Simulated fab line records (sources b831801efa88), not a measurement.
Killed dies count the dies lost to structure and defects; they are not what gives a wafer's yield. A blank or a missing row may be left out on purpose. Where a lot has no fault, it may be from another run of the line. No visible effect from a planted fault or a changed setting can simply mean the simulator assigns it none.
One fault seen from 2 desks || flow sky130 || each desk has only its own numbers; what lay behind them comes last

## THE TOOL OWNER'S DESK: rie-metal-02
The tool's own readings at SKY_METAL2_METAL_ETCH_19 (etches the open film in Cl2/BCl3, stops on SiO2, target depth 360 nm, time 78 s): means of the sampled wafers that have a number, for each lot that ran on this tool. The brackets show how far a lot's mean lies from the usual mean; more than 4 standard deviations puts the lot out of limits, marked OUT.
Columns: A = drypump-motor-current-A at SKY_METAL2_METAL_ETCH_19, usual 5.6 A; B = mfc-cl2-sccm at SKY_METAL2_METAL_ETCH_19, usual 59.99 sccm; C = oes-product-au at SKY_METAL2_METAL_ETCH_19, usual 0.856 a.u.; D = throttle-valve-pct at SKY_METAL2_METAL_ETCH_19, usual 22.263 %
{"lot": "L895", "first seen here": "day 38 22:32", "A": 5.2, "B": 59.94, "C": 0.861, "D": 22.265}
{"lot": "L901", "first seen here": "day 40 05:05", "A": 5.5, "B": 59.91, "C": 0.851, "D": 22.248}
{"lot": "L903", "first seen here": "day 40 10:36", "A": 5.5, "B": 60.02, "C": 0.857, "D": 22.262}
Finding of this desk: none of the 3 lots has anything out of limits.

## METROLOGY DESK
Lot by lot, what the gauges showed, no matter which tool ran the lot: averages of those sampled wafers that carry a number. The brackets show how far a lot's mean lies from the usual mean; more than 4 standard deviations puts the lot out of limits, marked OUT.
Columns: A = cd-nm at SKY_METAL2_CD_MEAS_15, usual 139.6 nm; B = METAL2_OVL at SKY_METAL2_OVL_MEAS_16, usual -1 nm
{"lot": "L891", "first seen here": "day 36 20:51", "A": 138.7, "B": -6}
{"lot": "L895", "first seen here": "day 38 22:18", "A": 138.8, "B": -2}
{"lot": "L898", "first seen here": "day 39 19:38", "A": 140.7, "B": 10}
{"lot": "L900", "first seen here": "day 40 02:50", "A": 139.0, "B": -2}
{"lot": "L901", "first seen here": "day 40 04:45", "A": 140.2, "B": -1}
{"lot": "L903", "first seen here": "day 40 10:16", "A": 139.6, "B": -4}
Finding of this desk: none of the 6 lots has anything out of limits.

## BROUGHT TOGETHER
Nothing out of limits was seen by the tool owner's desk.
Metrology desk: nothing out of limits seen.

## WHAT THE SIMULATOR PUT IN
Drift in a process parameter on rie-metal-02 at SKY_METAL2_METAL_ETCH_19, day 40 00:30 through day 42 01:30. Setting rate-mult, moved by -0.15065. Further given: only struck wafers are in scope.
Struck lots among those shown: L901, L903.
